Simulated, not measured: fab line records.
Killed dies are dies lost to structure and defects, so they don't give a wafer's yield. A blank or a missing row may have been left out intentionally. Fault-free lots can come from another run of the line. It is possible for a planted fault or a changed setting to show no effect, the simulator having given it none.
Which of the tools did it? | flow gf180mcu | Sampling: 13 lots, 39 wafers, 5 of 602 route steps

== WHAT THE GAUGES SHOWED, per wafer ==
GF_LVPWELL_TW_MEAS_11.
lot  | measured    | on            | LVPWELL_TW
L901 | day 4 09:42 | film metro-02 | 554 553 554
L909 | day 5 21:40 | film metro-04 | 559 561 560
L911 | day 6 11:39 | film metro-04 | 560 557 558
L912 | day 6 15:49 | film metro-02 | 551 551 549
L913 | day 7 01:13 | film metro-02 | 550 551 551
L914 | day 7 07:28 | film metro-02 | 554 553 551
L916 | day 7 15:04 | film metro-04 | 558 559 557
L917 | day 7 22:03 | film metro-02 | 554 553 553
L918 | day 8 05:58 | film metro-04 | 558 556 559
L919 | day 8 12:00 | film metro-04 | 557 559 556
L920 | day 8 14:39 | film metro-04 | 560 559 556
L922 | day 9 06:12 | film metro-02 | 553 555 554
L923 | day 9 07:19 | film metro-01 | 568 568 570

GF_SAB_CD_MEAS_09 targets a cd of 420 nm.
lot  | measured     | on        | cd nm (nm)
L901 | day 15 22:34 | cd sem-01 | 418.3 418.4 418.8
L909 | day 18 09:13 | cd sem-02 | 418.6 421.3 419.5
L911 | day 19 01:16 | cd sem-02 | 429.4 428.1 428.2
L912 | day 19 09:11 | cd sem-01 | 421.9 421.5 421.3
L913 | day 20 02:53 | cd sem-02 | 418.8 420.3 420.9
L914 | day 20 12:13 | cd sem-02 | 421.9 421.3 419.8
L916 | day 21 01:07 | cd sem-01 | 422.6 418.1 419.8
L917 | day 21 06:43 | cd sem-01 | 422.0 421.3 421.3
L918 | day 21 18:13 | cd sem-01 | 420.7 421.5 422.4
L919 | day 22 03:40 | cd sem-02 | 416.6 416.4 415.7
L920 | day 22 09:19 | cd sem-01 | 423.3 423.2 419.5
L922 | day 23 05:22 | cd sem-02 | 421.3 419.9 420.0
L923 | day 23 07:08 | cd sem-01 | 418.5 418.9 419.6

GF_V1_RS_MEAS_24: measures by four-point-probe.
lot  | measured     | on            | V1_W_RS (ohm/sq)
L901 | day 19 00:37 | film metro-04 | 0.319 0.330 0.320
L909 | day 21 16:08 | film metro-04 | 0.331 0.332 0.328
L911 | day 22 06:49 | film metro-01 | 0.320 0.329 0.320
L912 | day 22 14:43 | film metro-03 | 0.334 0.328 0.332
L913 | day 23 05:52 | film metro-04 | 0.329 0.334 0.332
L914 | day 23 15:14 | film metro-01 | 0.329 0.336 0.331
L916 | day 24 04:04 | film metro-03 | 0.329 0.331 0.332
L917 | day 24 09:36 | film metro-03 | 0.327 0.324 0.330
L918 | day 24 20:09 | film metro-01 | 0.323 0.328 0.327
L919 | day 25 03:54 | film metro-04 | 0.326 0.330 0.330
L920 | day 25 11:19 | film metro-04 | 0.330 0.329 0.331
L922 | day 26 04:41 | film metro-04 | 0.326 0.323 0.325
L923 | day 26 06:23 | film metro-03 | 0.326 0.326 0.322

== EACH LOT AND THE TOOL THAT RAN IT (in order: tool; ch and the chambers of the sampled wafers; start) ==
lot  | GF_DUAL_GATE_STRIP_13                | GF_SAB_DEVELOP_08
L901 | plasma asher-04 ch 0,1, day 8 23:08  | litho track-03 ch 0, day 15 22:25
L909 | plasma asher-02 ch 0,1, day 10 22:29 | litho track-04 ch 0, day 18 09:04
L911 | plasma asher-04 ch 0,1, day 11 12:17 | litho track-03 ch 0, day 19 01:07
L912 | plasma asher-04 ch 0,1, day 11 17:59 | litho track-02 ch 0, day 19 09:02
L913 | plasma asher-04 ch 0,1, day 12 03:53 | litho track-02 ch 0, day 20 02:44
L914 | plasma asher-03 ch 0,1, day 12 14:41 | litho track-04 ch 0, day 20 12:04
L916 | plasma asher-04 ch 0,1, day 12 23:26 | litho track-04 ch 0, day 21 00:58
L917 | plasma asher-02 ch 0,1, day 13 06:47 | litho track-02 ch 0, day 21 06:34
L918 | plasma asher-03 ch 0,1, day 13 16:23 | litho track-03 ch 0, day 21 18:04
L919 | plasma asher-04 ch 0,1, day 13 23:11 | litho track-04 ch 0, day 22 03:31
L920 | plasma asher-02 ch 0,1, day 14 05:47 | litho track-02 ch 0, day 22 09:10
L922 | plasma asher-04 ch 0,1, day 15 00:08 | litho track-03 ch 0, day 23 05:13
L923 | plasma asher-03 ch 1, day 15 01:29   | litho track-04 ch 0, day 23 06:59
- GF_DUAL_GATE_STRIP_13: strips in O2/N2.
- GF_SAB_DEVELOP_08: develop time 60 s.

== AS READ BY THE TOOLS THEMSELVES (means over the sampled wafers that have a number; for cases with no such wafer, the mark the record gives instead) ==
GF_DUAL_GATE_STRIP_13.
lot  | tool            | chamber pressure mTorr (mTorr) | drypump motor current A (A) | heater power w (W) | oes product au (a.u.) | strip time to endpoint s (s)
L901 | plasma asher-04 | 1500.2                         | 5.5                         | 325                | 0.719                 | 12.66
L909 | plasma asher-02 | 1501.2                         | 5.9                         | 314                | 0.713                 | 12.57
L911 | plasma asher-04 | 1499.7                         | 5.5                         | 328                | 0.717                 | 12.60
L912 | plasma asher-04 | 1500.6                         | 6.1                         | 331                | 0.718                 | 12.55
L913 | plasma asher-04 | 1500.0                         | 6.1                         | 330                | 0.714                 | 12.63
L914 | plasma asher-03 | 1500.0                         | 5.5                         | 331                | 0.720                 | 12.57
L916 | plasma asher-04 | 1500.2                         | 5.5                         | 328                | 0.721                 | 12.62
L917 | plasma asher-02 | 1499.3                         | 5.9                         | 323                | 0.715                 | 12.58
L918 | plasma asher-03 | 1500.2                         | 5.4                         | 339                | 0.718                 | 12.56
L919 | plasma asher-04 | 1499.2                         | 6.1                         | 339                | 0.716                 | 12.69
L920 | plasma asher-02 | 1498.8                         | 6.1                         | 316                | 0.723                 | 12.60
L922 | plasma asher-04 | 1499.9                         | 5.5                         | 328                | 0.717                 | 12.70
L923 | plasma asher-03 | 1500.3                         | 5.7                         | 321                | 0.717                 | 12.62

GF_SAB_DEVELOP_08.
lot  | tool           | resist line temp C (C)
L901 | litho track-03 | 23.00
L909 | litho track-04 | 22.99
L911 | litho track-03 | 23.14
L912 | litho track-02 | 22.84
L913 | litho track-02 | 22.99
L914 | litho track-04 | 22.91
L916 | litho track-04 | 23.02
L917 | litho track-02 | 23.12
L918 | litho track-03 | 23.08
L919 | litho track-04 | 23.11
L920 | litho track-02 | 23.02
L922 | litho track-03 | 22.93
L923 | litho track-04 | 22.90

== THE ANSWER, worked out from the rows above alone ==
Rule: the lots themselves supply what counts as usual. Put in order of their means at a reading, lots are off if they are a third of the lots or fewer, leave a main group of 4 or more, and stand apart from it by a gap of 3 or more times the standard deviation of the main group's means; of several such gaps the widest counts. The tables above print the reading to a certain number of digits; a main group whose means all agree to those digits is not used. Also off: a lot with no number at a reading for which 4 or more lots have one. Any other lot the step has rows for is counted as sound. After the gauges, taken in route order, come the tools' own readings; for these a lot's mean is taken, as printed above. At the first step where some lot is off, the reading lying furthest off is the one used; lots without a number count as furthest.
Off: L911, at GF_SAB_CD_MEAS_09 (cd nm). Main group: mean 420.1 nm, sd 1.6.
If a tool, at a process step before that reading, ran all the lots that are off and no sound lot after the first of them, it fits. The gauges at GF_SAB_CD_MEAS_09 are tried like those tools. None of those tried fits.

== WHAT THE SIMULATOR HAD INSERTED ==
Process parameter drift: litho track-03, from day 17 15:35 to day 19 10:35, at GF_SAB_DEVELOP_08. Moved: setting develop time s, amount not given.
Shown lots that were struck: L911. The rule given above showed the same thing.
